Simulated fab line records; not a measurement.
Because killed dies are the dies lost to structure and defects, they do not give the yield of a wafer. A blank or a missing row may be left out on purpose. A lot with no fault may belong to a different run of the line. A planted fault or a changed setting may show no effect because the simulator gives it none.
Matching of chambers	flow gf180mcu	GF_POLY_GATE_ETCH_13 on rie_si-02: 4 sister chambers
The step etches poly-Si in HBr/Cl2, stops on SiO2, target depth 198.5 nm, time 69.6 s. 16 wafers are shown with their chamber, then 8 later ones without.

== WAFERS WITH THEIR CHAMBER ==
wafer	chamber	drypump_motor_current_A (A)	run_length_s (s)	oes_product_au (a.u.)
L697.1	2	5.9	97.4	0.993
L697.5	2	6.0	97.1	0.996
L697.6	1	5.2	97.8	0.978
L698.1	1	5.3	97.7	0.971
L698.4	2	6.0	97.0	0.989
L698.5	2	6.0	97.1	1.002
L702.1	0	5.8	97.7	0.998
L702.5	0	5.8	98.3	0.993
L702.6	3	6.5	97.3	0.983
L703.2	3	6.5	97.0	0.991
L703.4	1	5.3	97.7	0.984
L703.5	2	5.9	96.9	1.006
L705.2	0	5.8	98.0	0.991
L705.3	3	6.5	97.2	0.989
L705.6	2	6.0	97.0	0.993
L707.3	3	6.5	97.6	0.992

SIGNATURES, as means of the wafers listed above
reading	chamber 0	chamber 1	chamber 2	chamber 3	scatter within a chamber
drypump_motor_current_A	5.800	5.267	5.967	6.500	0.0408
run_length_s	98.000	97.733	97.083	97.275	0.209
oes_product_au	0.99400	0.97767	0.99650	0.98875	0.00548
Rule: a wafer lies at a distance from a chamber equal to the root of the sum of squares, over the readings, of (its reading less the chamber's mean, divided by the reading's scatter). If the next closest chamber is less than 2 further off than the closest, the wafer can't be placed; otherwise it belongs to the closest. The scatter: take each reading less its chamber's mean, square it, sum over the shown wafers, divide by the number of wafers less the number of chambers, and take the root.

== WAFERS MISSING THEIR CHAMBER ==
wafer	drypump_motor_current_A (A)	run_length_s (s)	oes_product_au (a.u.)
L707.4	5.3	97.6	0.984
L707.5	6.5	97.4	0.986
L717.1	5.3	97.7	0.977
L717.3	5.8	97.7	0.992
L717.6	6.0	96.9	1.002
L719.1	6.5	97.4	0.992
L719.2	5.2	97.6	0.991
L719.5	5.2	97.6	0.997

== EACH ONE'S CHAMBER ==
wafer	from the rows above	in truth
L707.4	1	1
L707.5	3	3
L717.1	1	1
L717.3	0	0
L717.6	2	2
L719.1	3	3
L719.2	1	1
L719.5	1	1
Placed correctly: 8 of 8. From these rows, 0 cannot be placed. Wrongly placed: 0.
